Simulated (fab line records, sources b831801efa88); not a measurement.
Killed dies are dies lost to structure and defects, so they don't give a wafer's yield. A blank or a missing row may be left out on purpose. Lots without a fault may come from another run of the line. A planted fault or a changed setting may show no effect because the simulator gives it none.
Which tool did it? | flow sky130 | 24 lots, 72 wafers sampled, at 6 steps of a route of 708

WHAT THE GAUGES READ, wafer by wafer
SKY_VIA2_THK_MEAS_23: measures by xrf. Usual: VIA2_W_THK 458 nm, standard deviation 7.2.
lot  | measured     | on            | VIA2_W_THK (nm) | flag
L074 | day 36 23:05 | film_metro-01 | 453 460 457     |
L075 | day 36 23:14 | film_metro-03 | 471 469 459     |
L076 | day 37 11:40 | film_metro-03 | 456 454 463     |
L077 | day 37 14:36 | film_metro-02 | 447 458 451     |
L078 | day 38 04:16 | film_metro-01 | 458 452 457     |
L079 | day 38 21:01 | film_metro-02 | 453 458 457     |
L081 | day 38 21:31 | film_metro-02 | 453 445 448     |
L080 | day 38 21:11 | film_metro-01 | 464 466 467     |
L082 | day 39 02:51 | film_metro-01 | 448 453 462     |
L083 | day 39 17:47 | film_metro-03 | 472 474 469     |
L084 | day 39 19:25 | film_metro-01 | 450 445 460     |
L086 | day 40 08:17 | film_metro-02 | 465 465 458     |
L085 | day 40 10:31 | film_metro-01 | 448 464 457     |
L089 | day 41 04:29 | film_metro-02 | 456 459 464     |
L088 | day 41 07:23 | film_metro-02 | 454 460 457     |
L087 | day 41 10:40 | film_metro-01 | 457 458 452     |
L090 | day 41 11:05 | film_metro-02 | 456 457 459     |
L092 | day 42 04:56 | film_metro-03 | 467 454 466     |
L091 | day 42 07:02 | film_metro-02 | 455 459 458     |
L093 | day 42 11:49 | film_metro-03 | 461 466 466     |
L094 | day 42 12:20 | film_metro-01 | 452 457 455     |
L095 | day 42 23:57 | film_metro-03 | 465 468 467     |
L097 | day 43 06:25 | film_metro-03 | 468 460 458     |
L096 | day 43 11:32 | film_metro-01 | 448 447 456     |

SKY_METAL4_CD_MEAS_13: target cd 300 nm. Usual: cd_nm 300.0 nm, standard deviation 1.5.
lot  | measured     | on        | cd_nm (nm)        | flag
L074 | day 42 08:20 | cd_sem-02 | 299.7 299.5 300.5 |
L075 | day 42 08:59 | cd_sem-02 | 302.8 303.1 303.5 |
L076 | day 42 17:10 | cd_sem-02 | 301.0 300.6 300.9 |
L077 | day 42 19:17 | cd_sem-02 | 301.3 302.6 302.1 |
L078 | day 43 12:41 | cd_sem-01 | 298.1 297.2 298.1 |
L079 | day 44 00:07 | cd_sem-01 | 297.6 297.1 298.6 |
L081 | day 44 03:34 | cd_sem-01 | 297.4 298.8 298.5 |
L080 | day 44 02:26 | cd_sem-02 | 300.5 301.1 299.3 |
L082 | day 44 08:59 | cd_sem-01 | 300.5 300.2 299.4 |
L083 | day 44 18:50 | cd_sem-01 | 300.6 302.1 300.6 |
L084 | day 44 20:57 | cd_sem-01 | 300.4 300.0 300.3 |
L086 | day 45 10:33 | cd_sem-01 | 302.7 301.0 300.5 |
L085 | day 45 12:26 | cd_sem-02 | 299.4 299.5 300.1 |
L089 | day 46 02:16 | cd_sem-01 | 300.8 298.9 299.2 |
L088 | day 46 06:35 | cd_sem-01 | 299.2 298.0 298.6 |
L087 | day 46 08:59 | cd_sem-01 | 300.4 300.7 301.5 |
L090 | day 46 10:54 | cd_sem-02 | 298.0 298.6 299.0 |
L092 | day 47 00:41 | cd_sem-01 | 299.3 299.5 299.2 |
L091 | day 47 01:52 | cd_sem-02 | 302.8 302.1 303.2 |
L093 | day 47 08:17 | cd_sem-01 | 301.3 301.5 301.6 |
L094 | day 47 09:11 | cd_sem-02 | 296.8 299.2 299.1 |
L095 | day 47 14:53 | cd_sem-02 | 298.8 300.2 299.2 |
L097 | day 47 21:02 | cd_sem-02 | 299.0 299.9 299.2 |
L096 | day 48 02:27 | cd_sem-02 | 298.9 299.7 298.7 |

WHICH TOOL RAN EACH LOT (tool, then ch and the chambers of the sampled wafers, then the start)
lot  | SKY_CONTACT_ETCH_18                           | SKY_VIA1_ETCH_15                   | SKY_METAL3_ETCH_16                | SKY_VIA3_ETCH_14
L074 | rie_diel-02 ch 0,1,2, day 34 07:37 or earlier | rie_diel-02 ch 1,2,3, day 34 07:37 | rie_metal-04 ch 0,1, day 39 02:13 | rie_diel-02 ch 1,2, day 40 05:20
L075 | rie_diel-01 ch 0,2,3, day 34 08:05 or earlier | rie_diel-01 ch 0,3, day 34 08:05   | rie_metal-03 ch 0,1, day 39 01:49 | rie_diel-03 ch 1,2,3, day 40 05:27
L076 | rie_diel-02 ch 0,1, day 35 17:07 or earlier   | rie_diel-02 ch 0,1,2, day 35 17:07 | rie_metal-04 ch 0,1, day 39 13:22 | rie_diel-03 ch 1,2, day 40 15:59
L077 | rie_diel-01 ch 0,1,3, day 35 18:03 or earlier | rie_diel-02 ch 0,2, day 35 18:03   | rie_metal-04 ch 0,1, day 39 14:51 | rie_diel-02 ch 0,1,2, day 40 17:08
L078 | rie_diel-03 ch 0,3, day 35 23:49 or earlier   | rie_diel-01 ch 0,1,2, day 35 23:49 | rie_metal-04 ch 0,1, day 40 07:54 | rie_diel-03 ch 1,2, day 41 10:23
L079 | rie_diel-03 ch 1,2, day 36 14:19 or earlier   | rie_diel-04 ch 1,2,3, day 36 14:19 | rie_metal-03 ch 0,1, day 40 23:10 | rie_diel-02 ch 0,1,2, day 41 23:15
L081 | rie_diel-02 ch 0,1,3, day 36 15:31 or earlier | rie_diel-04 ch 1,2,3, day 36 15:31 | rie_metal-04 ch 0,1, day 41 00:24 | rie_diel-02 ch 0,1,2, day 42 01:59
L080 | rie_diel-03 ch 0,2,3, day 36 15:10 or earlier | rie_diel-02 ch 0,1,2, day 36 15:10 | rie_metal-01 ch 0,1, day 41 00:07 | rie_diel-03 ch 0,1,3, day 42 00:56
L082 | rie_diel-01 ch 0,1,3, day 36 21:22 or earlier | rie_diel-01 ch 0,1,3, day 36 21:22 | rie_metal-01 ch 0,1, day 41 05:43 | rie_diel-02 ch 0,1,3, day 42 08:48
L083 | rie_diel-01 ch 0,1, day 37 12:41 or earlier   | rie_diel-02 ch 2,3, day 37 12:41   | rie_metal-04 ch 0,1, day 41 17:48 | rie_diel-03 ch 0,2,3, day 42 19:06
L084 | rie_diel-03 ch 0,2,3, day 37 13:25 or earlier | rie_diel-04 ch 0,1, day 37 13:25   | rie_metal-03 ch 0,1, day 41 20:39 | rie_diel-03 ch 0,3, day 42 22:14
L086 | rie_diel-01 ch 0,3, day 38 02:14 or earlier   | rie_diel-04 ch 0,3, day 38 02:14   | rie_metal-01 ch 1, day 42 11:17   | rie_diel-01 ch 0,3, day 43 12:08
L085 | rie_diel-03 ch 0,2,3, day 38 03:47 or earlier | rie_diel-01 ch 0,2,3, day 38 03:47 | rie_metal-03 ch 0,1, day 42 12:52 | rie_diel-01 ch 1,2,3, day 43 13:50
L089 | rie_diel-01 ch 0,2,3, day 38 23:23 or earlier | rie_diel-01 ch 0,1,3, day 38 23:23 | rie_metal-04 ch 1, day 43 05:07   | rie_diel-02 ch 0,1,3, day 44 04:47
L088 | rie_diel-03 ch 0,1,2, day 39 01:16 or earlier | rie_diel-04 ch 0,2,3, day 39 01:16 | rie_metal-01 ch 1, day 43 08:56   | rie_diel-03 ch 1,2,3, day 44 08:50
L087 | rie_diel-02 ch 1,3, day 39 02:50 or earlier   | rie_diel-04 ch 1,2,3, day 39 02:50 | rie_metal-04 ch 0,1, day 43 11:34 | rie_diel-03 ch 0,1,2, day 44 11:30
L090 | rie_diel-01 ch 0,1, day 39 03:11 or earlier   | rie_diel-01 ch 0,1,3, day 39 03:11 | rie_metal-03 ch 0,1, day 43 12:33 | rie_diel-03 ch 0,1, day 44 13:05
L092 | rie_diel-03 ch 0,1,3, day 40 00:29 or earlier | rie_diel-02 ch 2,3, day 40 00:29   | rie_metal-03 ch 0,1, day 44 04:45 | rie_diel-02 ch 0,1,2, day 45 04:44
L091 | rie_diel-03 ch 0,1,2, day 40 01:43 or earlier | rie_diel-04 ch 0,3, day 40 01:43   | rie_metal-03 ch 0,1, day 44 05:59 | rie_diel-03 ch 0,1, day 45 05:53
L093 | rie_diel-01 ch 0,1, day 40 05:44 or earlier   | rie_diel-04 ch 0,1, day 40 05:44   | rie_metal-03 ch 0,1, day 44 11:38 | rie_diel-03 ch 0,3, day 45 11:44
L094 | rie_diel-02 ch 0,2, day 40 06:28 or earlier   | rie_diel-01 ch 0,2, day 40 06:28   | rie_metal-04 ch 0,1, day 44 11:39 | rie_diel-01 ch 1,2,3, day 45 12:15
L095 | rie_diel-03 ch 0,1,3, day 40 20:37 or earlier | rie_diel-02 ch 0,1,3, day 40 20:37 | rie_metal-04 ch 0,1, day 44 21:28 | rie_diel-01 ch 0,2,3, day 45 20:05
L097 | rie_diel-03 ch 1,3, day 41 02:37 or earlier   | rie_diel-04 ch 0,1, day 41 02:37   | rie_metal-04 ch 1, day 45 03:47   | rie_diel-03 ch 0,3, day 46 02:06
L096 | rie_diel-02 ch 0,2, day 41 05:31 or earlier   | rie_diel-02 ch 0,3, day 41 05:31   | rie_metal-01 ch 0,1, day 45 09:15 | rie_diel-03 ch 0,1, day 46 07:54
- SKY_CONTACT_ETCH_18: etches Si3N4 in CHF3/O2, stops on TiN, time 39 s, target depth 75 nm.
- SKY_VIA1_ETCH_15: etches SiO2 in C4F8/O2/Ar, stops on TiN, target depth 351 nm, time 54 s.
- SKY_METAL3_ETCH_16: etches BARC in N2/H2, stops on SiO2, time 88.2 s, target depth 60 nm.
- SKY_VIA3_ETCH_14: etches BARC in N2/H2, stops on SiO2, time 45.9 s, target depth 60 nm.

WHAT THE TOOLS THEMSELVES READ (means of the sampled wafers that have a number; where no wafer has one, the mark that the record gives instead)
SKY_CONTACT_ETCH_18. Usual: drypump_motor_current_A 5.9 A, standard deviation 0.44; oes_product_au 0.853 a.u., standard deviation 0.0089; throttle_valve_pct 8.792 %, standard deviation 0.009.
lot  | tool        | drypump_motor_current_A (A) | oes_product_au (a.u.) | throttle_valve_pct (%) | flag
L074 | rie_diel-02 | 5.9                         | 0.858                 | 8.793                  |
L075 | rie_diel-01 | 6.1                         | 0.850                 | 8.789                  |
L076 | rie_diel-02 | 5.7                         | 0.867                 | 8.794                  |
L077 | rie_diel-01 | 5.8                         | 0.852                 | 8.793                  |
L078 | rie_diel-03 | 6.2                         | 0.858                 | 8.794                  |
L079 | rie_diel-03 | 6.0                         | 0.845                 | 8.791                  |
L081 | rie_diel-02 | 5.4                         | 0.855                 | 8.796                  |
L080 | rie_diel-03 | 6.1                         | 0.856                 | 8.784                  |
L082 | rie_diel-01 | 5.8                         | 0.849                 | 8.788                  |
L083 | rie_diel-01 | 5.5                         | 0.846                 | 8.803                  |
L084 | rie_diel-03 | 6.1                         | 0.861                 | 8.795                  |
L086 | rie_diel-01 | 6.2                         | 0.854                 | 8.798                  |
L085 | rie_diel-03 | 6.2                         | 0.851                 | 8.801                  |
L089 | rie_diel-01 | 6.1                         | 0.857                 | 8.793                  |
L088 | rie_diel-03 | 6.0                         | 0.858                 | 8.795                  |
L087 | rie_diel-02 | 5.2                         | 0.854                 | 8.792                  |
L090 | rie_diel-01 | 5.5                         | 0.854                 | 8.785                  |
L092 | rie_diel-03 | 6.0                         | 0.856                 | 8.785                  |
L091 | rie_diel-03 | 6.0                         | 0.851                 | 8.784                  |
L093 | rie_diel-01 | 5.5                         | 0.849                 | 8.786                  |
L094 | rie_diel-02 | 6.0                         | 0.842                 | 8.791                  |
L095 | rie_diel-03 | 6.0                         | 0.847                 | 8.785                  |
L097 | rie_diel-03 | 5.9                         | 0.854                 | 8.801                  |
L096 | rie_diel-02 | 5.8                         | 0.854                 | 8.793                  |

SKY_VIA1_ETCH_15. Usual: oes_product_au 0.980 a.u., standard deviation 0.0068.
lot  | tool        | oes_product_au (a.u.) | flag
L074 | rie_diel-02 | 0.977                 |
L075 | rie_diel-01 | 0.986                 |
L076 | rie_diel-02 | 0.976                 |
L077 | rie_diel-02 | 0.971                 |
L078 | rie_diel-01 | 0.984                 |
L079 | rie_diel-04 | 0.977                 |
L081 | rie_diel-04 | 0.973                 |
L080 | rie_diel-02 | 0.980                 |
L082 | rie_diel-01 | 0.980                 |
L083 | rie_diel-02 | 0.983                 |
L084 | rie_diel-04 | 0.971                 |
L086 | rie_diel-04 | 0.974                 |
L085 | rie_diel-01 | 0.982                 |
L089 | rie_diel-01 | 0.982                 |
L088 | rie_diel-04 | 0.976                 |
L087 | rie_diel-04 | 0.980                 |
L090 | rie_diel-01 | 0.980                 |
L092 | rie_diel-02 | 0.981                 |
L091 | rie_diel-04 | 0.972                 |
L093 | rie_diel-04 | 0.974                 |
L094 | rie_diel-01 | 0.985                 |
L095 | rie_diel-02 | 0.982                 |
L097 | rie_diel-04 | 0.973                 |
L096 | rie_diel-02 | 0.984                 |

SKY_METAL3_ETCH_16. Usual: drypump_motor_current_A 5.7 A, standard deviation 0.51; oes_product_au 0.626 a.u., standard deviation 0.0048; throttle_valve_pct 13.205 %, standard deviation 0.0095.
lot  | tool         | drypump_motor_current_A (A) | oes_product_au (a.u.) | throttle_valve_pct (%) | flag
L074 | rie_metal-04 | 5.5                         | 0.627                 | 13.198                 |
L075 | rie_metal-03 | 6.0                         | 0.627                 | 13.208                 |
L076 | rie_metal-04 | 5.6                         | 0.627                 | 13.205                 |
L077 | rie_metal-04 | 5.2                         | 0.621                 | 13.202                 |
L078 | rie_metal-04 | 5.2                         | 0.627                 | 13.198                 |
L079 | rie_metal-03 | 6.2                         | 0.625                 | 13.202                 |
L081 | rie_metal-04 | 5.2                         | 0.622                 | 13.201                 |
L080 | rie_metal-01 | 5.6                         | 0.627                 | 13.204                 |
L082 | rie_metal-01 | 5.8                         | 0.624                 | 13.208                 |
L083 | rie_metal-04 | 5.3                         | 0.632                 | 13.202                 |
L084 | rie_metal-03 | 6.0                         | 0.625                 | 13.207                 |
L086 | rie_metal-01 | 5.4                         | 0.622                 | 13.205                 |
L085 | rie_metal-03 | 6.0                         | 0.628                 | 13.211                 |
L089 | rie_metal-04 | 4.9                         | 0.623                 | 13.201                 |
L088 | rie_metal-01 | 5.4                         | 0.626                 | 13.211                 |
L087 | rie_metal-04 | 5.6                         | 0.624                 | 13.193                 |
L090 | rie_metal-03 | 6.0                         | 0.628                 | 13.200                 |
L092 | rie_metal-03 | 6.0                         | 0.625                 | 13.206                 |
L091 | rie_metal-03 | 6.0                         | 0.626                 | 13.205                 |
L093 | rie_metal-03 | 6.0                         | 0.628                 | 13.197                 |
L094 | rie_metal-04 | 5.6                         | 0.628                 | 13.199                 |
L095 | rie_metal-04 | 5.2                         | 0.626                 | 13.197                 |
L097 | rie_metal-04 | 5.0                         | 0.625                 | 13.214                 |
L096 | rie_metal-01 | 5.6                         | 0.623                 | 13.213                 |

SKY_VIA3_ETCH_14. Usual: drypump_motor_current_A 5.9 A, standard deviation 0.39; oes_product_au 0.855 a.u., standard deviation 0.0054; throttle_valve_pct 13.225 %, standard deviation 0.0079.
lot  | tool        | drypump_motor_current_A (A) | oes_product_au (a.u.) | throttle_valve_pct (%) | flag
L074 | rie_diel-02 | 6.1                         | 0.854                 | 13.221                 |
L075 | rie_diel-03 | 6.0                         | 0.859                 | 13.226                 |
L076 | rie_diel-03 | 6.0                         | 0.857                 | 13.226                 |
L077 | rie_diel-02 | 5.9                         | 0.863                 | 13.225                 |
L078 | rie_diel-03 | 6.0                         | 0.850                 | 13.220                 |
L079 | rie_diel-02 | 5.9                         | 0.854                 | 13.222                 |
L081 | rie_diel-02 | 5.9                         | 0.853                 | 13.234                 |
L080 | rie_diel-03 | 6.0                         | 0.852                 | 13.225                 |
L082 | rie_diel-02 | 5.4                         | 0.856                 | 13.229                 |
L083 | rie_diel-03 | 6.1                         | 0.856                 | 13.231                 |
L084 | rie_diel-03 | 6.1                         | 0.860                 | 13.228                 |
L086 | rie_diel-01 | 6.0                         | 0.851                 | 13.229                 |
L085 | rie_diel-01 | 6.1                         | 0.855                 | 13.224                 |
L089 | rie_diel-02 | 5.5                         | 0.854                 | 13.219                 |
L088 | rie_diel-03 | 6.1                         | 0.857                 | 13.218                 |
L087 | rie_diel-03 | 6.0                         | 0.856                 | 13.239                 |
L090 | rie_diel-03 | 6.0                         | 0.855                 | 13.223                 |
L092 | rie_diel-02 | 5.9                         | 0.855                 | 13.219                 |
L091 | rie_diel-03 | 5.8                         | 0.856                 | 13.217                 |
L093 | rie_diel-03 | 6.2                         | 0.860                 | 13.214                 |
L094 | rie_diel-01 | 6.1                         | 0.864                 | 13.228                 |
L095 | rie_diel-01 | 6.1                         | 0.855                 | 13.222                 |
L097 | rie_diel-03 | 6.2                         | 0.854                 | 13.222                 |
L096 | rie_diel-03 | 6.0                         | 0.855                 | 13.223                 |

THE ANSWER, worked out from the rows above alone
Rule: a lot is off if the mean of its wafers that have a number lies more than 3 standard deviations from the usual mean. A lot without any number at a reading at which 4 lots or more have one is off too. The other lots that the step has rows for count as sound. The gauges are gone through in route order, then the tools' own readings, and for those a lot's mean is taken as printed above. The first step at which some lot is off is used, and at that step the reading that is off furthest; a lot without a number counts as furthest.
No lot is off at any reading shown: from this, nothing can be told.

WHAT THE SIMULATOR HAD PUT IN
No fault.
